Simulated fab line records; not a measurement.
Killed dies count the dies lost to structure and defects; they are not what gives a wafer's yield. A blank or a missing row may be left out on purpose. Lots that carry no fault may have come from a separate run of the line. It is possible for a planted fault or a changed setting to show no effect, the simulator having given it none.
Which tool is to blame? + flow gf180mcu + 33 wafers from 11 lots sampled at 6 of the route's 602 steps

== WHAT THE GAUGES READ, wafer by wafer ==
GF_M1_RS_MEAS_05: uses a four-point probe to measure. Usual: M1_ALCU_RS typically reads 0.0695 ohm/sq, with standard deviation 0.00081.
| lot  | measured     | on            | M1_ALCU_RS (ohm/sq)  | flag |
|------|--------------|---------------|----------------------|------|
| L646 | day 16 05:56 | film_metro-01 | 0.0699 0.0693 0.0696 |      |
| L648 | day 16 23:04 | film_metro-01 | 0.0692 0.0695 0.0685 |      |
| L651 | day 18 03:49 | film_metro-02 | 0.0712 0.0704 0.0709 |      |
| L653 | day 19 03:37 | film_metro-03 | 0.0708 0.0702 0.0706 |      |
| L655 | day 19 12:41 | film_metro-03 | 0.0702 0.0702 0.0697 |      |
| L656 | day 20 02:05 | film_metro-02 | 0.0702 0.0694 0.0704 |      |
| L660 | day 21 04:02 | film_metro-01 | 0.0821 0.0827 0.0811 | OFF  |
| L661 | day 21 11:42 | film_metro-01 | 0.0696 0.0695 0.0693 |      |
| L662 | day 21 17:23 | film_metro-02 | 0.0847 0.0854 0.0846 | OFF  |
| L663 | day 22 00:45 | film_metro-02 | 0.0827 0.0811 0.0832 | OFF  |
| L666 | day 23 02:57 | film_metro-02 | 0.0696 0.0702 0.0705 |      |

GF_M1_THK_MEAS_06: measures by xrf. Usual: M1_ALCU_THK typically reads 446 nm, with standard deviation 5.2.
| lot  | measured     | on            | M1_ALCU_THK (nm) | flag |
|------|--------------|---------------|------------------|------|
| L646 | day 16 06:03 | film_metro-01 | 440 445 443      |      |
| L648 | day 16 23:10 | film_metro-01 | 446 446 451      |      |
| L651 | day 18 03:55 | film_metro-02 | 436 441 438      |      |
| L653 | day 19 03:44 | film_metro-03 | 438 443 441      |      |
| L655 | day 19 12:49 | film_metro-03 | 441 442 443      |      |
| L656 | day 20 02:13 | film_metro-02 | 440 444 437      |      |
| L660 | day 21 04:10 | film_metro-01 | 379 372 381      | OFF  |
| L661 | day 21 11:49 | film_metro-01 | 443 446 446      |      |
| L662 | day 21 17:31 | film_metro-02 | 369 364 369      | OFF  |
| L663 | day 22 00:52 | film_metro-02 | 375 382 372      | OFF  |
| L666 | day 23 03:04 | film_metro-02 | 445 442 442      |      |

GF_M2_OVL_MEAS_15. Usual: M2_OVL typically reads -1 nm, with standard deviation 5.1.
| lot  | measured     | on         | M2_OVL (nm) | flag |
|------|--------------|------------|-------------|------|
| L646 | day 19 06:47 | overlay-01 | -5 -3 -2    |      |
| L648 | day 20 01:50 | overlay-01 | -1 -9 -5    |      |
| L651 | day 21 07:17 | overlay-01 | -5 -9 -3    |      |
| L653 | day 22 06:20 | overlay-02 | 0 4 3       |      |
| L655 | day 22 14:53 | overlay-01 | -9 -11 -9   |      |
| L656 | day 23 03:53 | overlay-01 | 2 -8 -1     |      |
| L660 | day 24 03:56 | overlay-02 | -1 -9 0     |      |
| L661 | day 24 10:40 | overlay-01 | -5 5 3      |      |
| L662 | day 24 15:17 | overlay-02 | 3 2 -1      |      |
| L663 | day 24 22:23 | overlay-02 | 8 3 0       |      |
| L666 | day 25 23:47 | overlay-01 | 5 -5 3      |      |

GF_V2_CD_MEAS_14: the cd target is 260 nm. Usual: 259.8 nm for cd_nm, sd 1.4.
| lot  | measured     | on        | cd_nm (nm)        | flag |
|------|--------------|-----------|-------------------|------|
| L646 | day 20 07:56 | cd_sem-01 | 260.4 261.2 260.5 |      |
| L648 | day 21 03:11 | cd_sem-02 | 260.7 261.3 260.6 |      |
| L651 | day 22 07:13 | cd_sem-02 | 259.5 260.0 259.1 |      |
| L653 | day 23 07:13 | cd_sem-01 | 259.2 260.4 258.7 |      |
| L655 | day 23 14:46 | cd_sem-01 | 260.3 261.2 261.2 |      |
| L656 | day 24 03:31 | cd_sem-01 | 258.4 258.0 257.0 |      |
| L660 | day 25 03:16 | cd_sem-01 | 258.8 259.6 259.4 |      |
| L661 | day 25 09:52 | cd_sem-01 | 262.7 262.9 261.9 |      |
| L662 | day 25 14:13 | cd_sem-02 | 257.4 258.4 258.3 |      |
| L663 | day 25 21:32 | cd_sem-02 | 259.1 259.5 258.6 |      |
| L666 | day 26 21:55 | cd_sem-01 | 258.6 259.6 258.0 |      |

== WHAT TOOL EACH LOT RAN ON (gives the tool, then ch and the chambers of the sampled wafers, and finally the start) ==
| lot  | GF_M1_SPUTTER_02             | GF_M1_METAL_ETCH_16               |
|------|------------------------------|-----------------------------------|
| L646 | pvd_sputter-02, day 16 05:50 | rie_metal-04 ch 0,1, day 17 04:43 |
| L648 | pvd_sputter-04, day 16 22:57 | rie_metal-02 ch 0, day 17 22:44   |
| L651 | pvd_sputter-04, day 18 03:42 | rie_metal-02 ch 0, day 19 04:22   |
| L653 | pvd_sputter-01, day 19 03:31 | rie_metal-01 ch 1, day 20 03:52   |
| L655 | pvd_sputter-01, day 19 12:36 | rie_metal-04 ch 1, day 20 12:37   |
| L656 | pvd_sputter-01, day 20 02:00 | rie_metal-04 ch 0,1, day 21 02:19 |
| L660 | pvd_sputter-04, day 21 03:57 | rie_metal-01 ch 0,1, day 22 03:52 |
| L661 | pvd_sputter-01, day 21 11:37 | rie_metal-02 ch 0,1, day 22 11:02 |
| L662 | pvd_sputter-04, day 21 17:18 | rie_metal-01 ch 0, day 22 16:05   |
| L663 | pvd_sputter-04, day 22 00:38 | rie_metal-04 ch 0, day 22 23:31   |
| L666 | pvd_sputter-02, day 23 02:52 | rie_metal-02 ch 0,1, day 24 01:25 |
- GF_M1_SPUTTER_02: material AlCu, target thk 450 nm, time 23.9 s.
- GF_M1_METAL_ETCH_16: etches the open film in Cl2/BCl3, stops on SiO2, target depth 627.5 nm, time 104.6 s.

== WHAT THE TOOLS THEMSELVES READ (means of the sampled wafers that have a number; where no wafer has one, the mark that the record gives instead) ==
GF_M1_SPUTTER_02. Usual: 30.1 % for throttle_valve_pct, sd 1.2.
| lot  | tool           | throttle_valve_pct (%) | flag |
|------|----------------|------------------------|------|
| L646 | pvd_sputter-02 | 28.8                   |      |
| L648 | pvd_sputter-04 | 30.1                   |      |
| L651 | pvd_sputter-04 | 30.0                   |      |
| L653 | pvd_sputter-01 | 30.0                   |      |
| L655 | pvd_sputter-01 | 29.8                   |      |
| L656 | pvd_sputter-01 | 29.7                   |      |
| L660 | pvd_sputter-04 | 30.5                   |      |
| L661 | pvd_sputter-01 | 31.3                   |      |
| L662 | pvd_sputter-04 | 29.9                   |      |
| L663 | pvd_sputter-04 | 30.5                   |      |
| L666 | pvd_sputter-02 | 29.6                   |      |

GF_M1_METAL_ETCH_16. Usual: drypump_motor_current_A 5.69 A, standard deviation 0.29; oes_product_au 0.973 a.u., standard deviation 0.0069; throttle_valve_pct 28.248 %, standard deviation 0.0099.
| lot  | tool         | drypump_motor_current_A (A) | oes_product_au (a.u.) | throttle_valve_pct (%) | flag |
|------|--------------|-----------------------------|-----------------------|------------------------|------|
| L646 | rie_metal-04 | 5.74                        | 0.969                 | 28.252                 |      |
| L648 | rie_metal-02 | 5.77                        | 0.972                 | 28.236                 |      |
| L651 | rie_metal-02 | 5.75                        | 0.962                 | 28.249                 |      |
| L653 | rie_metal-01 | 5.89                        | 0.964                 | 28.257                 |      |
| L655 | rie_metal-04 | 5.51                        | 0.972                 | 28.252                 |      |
| L656 | rie_metal-04 | 5.73                        | 0.969                 | 28.252                 |      |
| L660 | rie_metal-01 | 5.85                        | 0.905                 | 28.333                 | OFF  |
| L661 | rie_metal-02 | 5.58                        | 0.978                 | 28.250                 |      |
| L662 | rie_metal-01 | 5.84                        | 0.895                 | 28.342                 | OFF  |
| L663 | rie_metal-04 | 6.19                        | 0.901                 | 28.322                 | OFF  |
| L666 | rie_metal-02 | 5.57                        | 0.970                 | 28.246                 |      |

== THE ANSWER, worked out from the rows above alone ==
Rule: lot off if the mean of its wafers having a number is beyond 3 standard deviations from the usual mean. Also off: a lot with no number at a reading for which 4 or more lots have one. All remaining lots with rows at the step are treated as sound. First the gauges in route order, then the tools' own readings, where a lot's mean is used as printed above. The first step at which some lot is off is used, and at that step the reading that is off furthest; a lot without a number counts as furthest.
Off: L660, L662, L663, at GF_M1_RS_MEAS_05 (M1_ALCU_RS).
A tool fits if, at a process step before that reading, it ran every lot that is off, and no sound lot after the first of them. Not tried: the gauges at GF_M1_RS_MEAS_05; whatever is off there is also off at GF_M1_METAL_ETCH_16, on other tools, and gauge error can't account for it. One fits: pvd_sputter-04 at GF_M1_SPUTTER_02. Its last sound lot is L651 (day 18 03:42), its first lot that is off L660 (day 21 03:57): a fault that began between those two fits.

== WHAT THE SIMULATOR HAD PUT IN ==
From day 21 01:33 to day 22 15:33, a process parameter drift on pvd_sputter-04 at GF_M1_SPUTTER_02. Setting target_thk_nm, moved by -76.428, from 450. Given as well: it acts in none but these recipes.
Shown lots that were struck: L660, L662, L663. The rule given above showed the same thing.
